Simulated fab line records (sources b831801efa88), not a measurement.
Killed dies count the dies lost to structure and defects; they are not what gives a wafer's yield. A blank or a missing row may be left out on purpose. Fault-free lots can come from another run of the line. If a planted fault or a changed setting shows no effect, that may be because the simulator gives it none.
Which tool did it? | flow sky130 | 42 wafers from 15 lots sampled at 4 of the route's 708 steps

== WHAT THE GAUGES SHOWED, per wafer ==
SKY_LDD_P_CD_MEAS_07: the cd target is 380 nm. Usual: cd-nm reads 379.2 nm (standard deviation 2.8).
lot  | measured     | on        | cd-nm (nm)        | flag
L210 | day 19 23:16 | cd-sem-01 | 376.8 377.9 377.0 |
L212 | day 20 10:28 | cd-sem-01 | 379.3 380.9 378.6 |
L211 | day 20 12:56 | cd-sem-01 | 378.9 379.9 380.7 |
L213 | day 20 18:49 | cd-sem-02 | 380.8 379.4 381.3 |
L217 | day 22 05:02 | cd-sem-02 | - 374.7           |
L219 | day 23 02:27 | cd-sem-02 | - 379.7           |
L220 | day 23 06:14 | cd-sem-01 | - 380.7           |
L223 | day 24 04:28 | cd-sem-02 | 378.9 380.5 381.3 |
L225 | day 24 20:37 | cd-sem-01 | 375.3 375.2 376.6 |
L227 | day 25 17:49 | cd-sem-01 | 383.4 383.5 383.8 |
L228 | day 25 20:55 | cd-sem-01 | 383.6 380.9 382.9 |
L229 | day 26 06:50 | cd-sem-01 | 380.7 381.5 378.8 |
L230 | day 26 19:59 | cd-sem-01 | 380.7 378.3 377.5 |
L231 | day 26 23:29 | cd-sem-01 | 378.9 381.1 378.9 |
L232 | day 27 01:52 | cd-sem-01 | 381.3 383.5 383.7 |

SKY_LDD_P_OVL_MEAS_08. Usual: for LDD_P_OVL the level is 0.4 nm and the standard deviation is 1.6.
lot  | measured     | on         | LDD_P_OVL (nm) | flag
L210 | day 19 23:22 | overlay-01 | 0.4 -0.7 2.2   |
L212 | day 20 10:34 | overlay-02 | -1.4 -0.4 -2.6 |
L211 | day 20 13:02 | overlay-02 | 1.1 -0.7 -0.5  |
L213 | day 20 18:56 | overlay-01 | -0.8 -1.0 -0.8 |
L217 | day 22 05:10 | overlay-01 | - 0.7          |
L219 | day 23 02:32 | overlay-02 | - 1.6          |
L220 | day 23 06:22 | overlay-01 | - -1.7         |
L223 | day 24 04:35 | overlay-01 | -0.8 0.2 -0.7  |
L225 | day 24 20:44 | overlay-01 | 2.1 3.6 1.6    |
L227 | day 25 17:56 | overlay-01 | 0.1 -1.1 -0.5  |
L228 | day 25 21:01 | overlay-02 | 1.1 1.7 0.8    |
L229 | day 26 06:58 | overlay-02 | 0.8 0.2 0.0    |
L230 | day 26 20:06 | overlay-01 | 1.1 -2.8 -1.3  |
L231 | day 26 23:37 | overlay-01 | -0.9 0.5 0.6   |
L232 | day 27 01:58 | overlay-01 | -1.1 -1.5 -0.1 |

SKY_LDD_P_TW_MEAS_11. Usual: for LDD_P_TW the level is 631 and the standard deviation is 5.7.
lot  | measured     | on            | LDD_P_TW    | flag
L210 | day 19 23:40 | film-metro-03 | 626 628 622 |
L212 | day 20 10:52 | film-metro-01 | 625 625 623 |
L211 | day 20 13:19 | film-metro-02 | 639 639 639 |
L213 | day 20 19:14 | film-metro-02 | 640 641 640 |
L217 | day 22 05:27 | film-metro-01 | 29 621      | OFF
L219 | day 23 02:50 | film-metro-02 | 30 635      | OFF
L220 | day 23 06:39 | film-metro-02 | 30 639      | OFF
L223 | day 24 04:52 | film-metro-03 | 633 631 628 |
L225 | day 24 21:02 | film-metro-03 | 630 630 628 |
L227 | day 25 18:13 | film-metro-03 | 629 630 628 |
L228 | day 25 21:18 | film-metro-02 | 639 636 638 |
L229 | day 26 07:15 | film-metro-02 | 643 637 642 |
L230 | day 26 20:23 | film-metro-03 | 632 633 630 |
L231 | day 26 23:54 | film-metro-03 | 627 624 629 |
L232 | day 27 02:16 | film-metro-03 | 626 631 628 |

== TOOL THAT RAN EACH LOT (tool first, then ch and the chambers of the sampled wafers, then the start) ==
lot  | SKY_LDD_P_DEVELOP_06
L210 | litho-track-01 ch 0, day 19 23:07
L212 | litho-track-01 ch 0, day 20 10:19
L211 | litho-track-02 ch 0, day 20 12:47
L213 | litho-track-04 ch 0, day 20 18:40
L217 | litho-track-01 ch 0, day 22 04:53
L219 | litho-track-01 ch 0, day 23 02:19
L220 | litho-track-01 ch 0, day 23 06:05
L223 | litho-track-02 ch 0, day 24 04:19
L225 | litho-track-04 ch 0, day 24 20:28
L227 | litho-track-02 ch 0, day 25 17:39
L228 | litho-track-04 ch 0, day 25 20:46
L229 | litho-track-01 ch 0, day 26 06:41
L230 | litho-track-01 ch 0, day 26 19:49
L231 | litho-track-01 ch 0, day 26 23:20
L232 | litho-track-01 ch 0, day 27 01:43
- SKY_LDD_P_DEVELOP_06: develop time 60 s.

== WHAT THE TOOLS THEMSELVES READ (means of the sampled wafers that have a number; where no wafer has one, the mark that the record gives instead) ==
The record holds no such reading with a usual standard deviation.

== THE ANSWER, worked out from the rows above alone ==
Rule: lot off if the mean of its wafers having a number is beyond 3 standard deviations from the usual mean. Also off: a lot with no number at a reading for which 4 or more lots have one. The other lots that the step has rows for count as sound. After the gauges, taken in route order, come the tools' own readings; for these a lot's mean is taken, as printed above. The first step at which some lot is off is used, and at that step the reading that is off furthest; a lot without a number counts as furthest.
Off: L217, L219, L220, at SKY_LDD_P_TW_MEAS_11 (LDD_P_TW).
A tool fits if, at a process step before that reading, it ran every lot that is off, and no sound lot after the first of them. Gauges at SKY_LDD_P_TW_MEAS_11: tried the same way as those tools. Of those tried, none fits.

== WHAT THE SIMULATOR PUT IN ==
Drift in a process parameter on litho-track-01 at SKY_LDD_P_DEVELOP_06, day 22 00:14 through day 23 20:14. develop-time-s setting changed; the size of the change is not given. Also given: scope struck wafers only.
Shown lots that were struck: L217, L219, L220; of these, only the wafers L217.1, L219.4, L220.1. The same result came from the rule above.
